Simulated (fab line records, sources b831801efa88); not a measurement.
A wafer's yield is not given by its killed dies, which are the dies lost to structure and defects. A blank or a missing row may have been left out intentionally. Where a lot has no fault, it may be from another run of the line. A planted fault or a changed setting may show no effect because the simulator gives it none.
2 desks looking at one fault / flow sky130 / each desk holds nothing but its own numbers, with what lay behind them at the end

## FROM THE METROLOGY DESK
Means of the sampled wafers that have a number, per lot and without regard to the tool the lot ran on: this is what the gauges read. If a lot's mean is further than 4 standard deviations from the usual mean, the lot is out of limits and carries the mark OUT (the distance appears in the brackets).
Columns: A = cd nm at SKY_SD_N_CD_MEAS_07, usual 381.1 nm; B = LOCAL_INTERCONNECT_TIN_RS at SKY_LOCAL_INTERCONNECT_RS_MEAS_01, usual 14.17 ohm/sq
lot=L351; first seen here=day 28 05:51; A=381.3; B=14.27
lot=L352; first seen here=day 28 09:15; A=378.7; B=14.36
lot=L353; first seen here=day 28 15:10; A=384.0; B=14.33
lot=L354; first seen here=day 29 06:19; A=378.8; B=14.05
lot=L355; first seen here=day 29 10:23; A=378.8; B=13.95
lot=L360; first seen here=day 30 23:34; A=379.9; B=14.04
lot=L366; first seen here=day 33 01:58; A=381.9; B=14.26
lot=L367; first seen here=day 33 10:58; A=385.1; B=14.21
lot=L368; first seen here=day 33 16:37; A=383.2; B=14.11
lot=L369; first seen here=day 34 04:51; A=380.0; B=14.06
lot=L370; first seen here=day 34 08:16; A=382.6; B=14.21
lot=L371; first seen here=day 34 10:04; A=378.0; B=13.87
lot=L373; first seen here=day 35 03:13; A=381.0; B=14.06
This desk found nothing out of limits on any of the 13 lots.

## AT THE TOOL OWNER'S DESK: rie diel-01
The tool's own readings at SKY_LI_CONTACT_ETCH_15 (etches PSG in C4F8/O2/Ar, stops on Si, target depth 600 nm): means of the sampled wafers that have a number, for each lot that ran on this tool. If a lot's mean is further than 4 standard deviations from the usual mean, the lot is out of limits and carries the mark OUT (the distance appears in the brackets).
Columns: A = oes product au at SKY_LI_CONTACT_ETCH_15, usual 0.837 a.u.
lot=L352; first seen here=day 29 15:21; A=0.838
lot=L355; first seen here=day 30 16:33; A=0.838
lot=L360; first seen here=day 32 04:57; A=0.841
lot=L371; first seen here=day 35 14:09; A=0.832
This desk found nothing out of limits on any of the 4 lots.

## ALL TOGETHER
From the metrology desk's view, nothing was out of limits.
The tool owner's desk saw nothing out of limits.

## WHAT THE SIMULATOR PUT IN
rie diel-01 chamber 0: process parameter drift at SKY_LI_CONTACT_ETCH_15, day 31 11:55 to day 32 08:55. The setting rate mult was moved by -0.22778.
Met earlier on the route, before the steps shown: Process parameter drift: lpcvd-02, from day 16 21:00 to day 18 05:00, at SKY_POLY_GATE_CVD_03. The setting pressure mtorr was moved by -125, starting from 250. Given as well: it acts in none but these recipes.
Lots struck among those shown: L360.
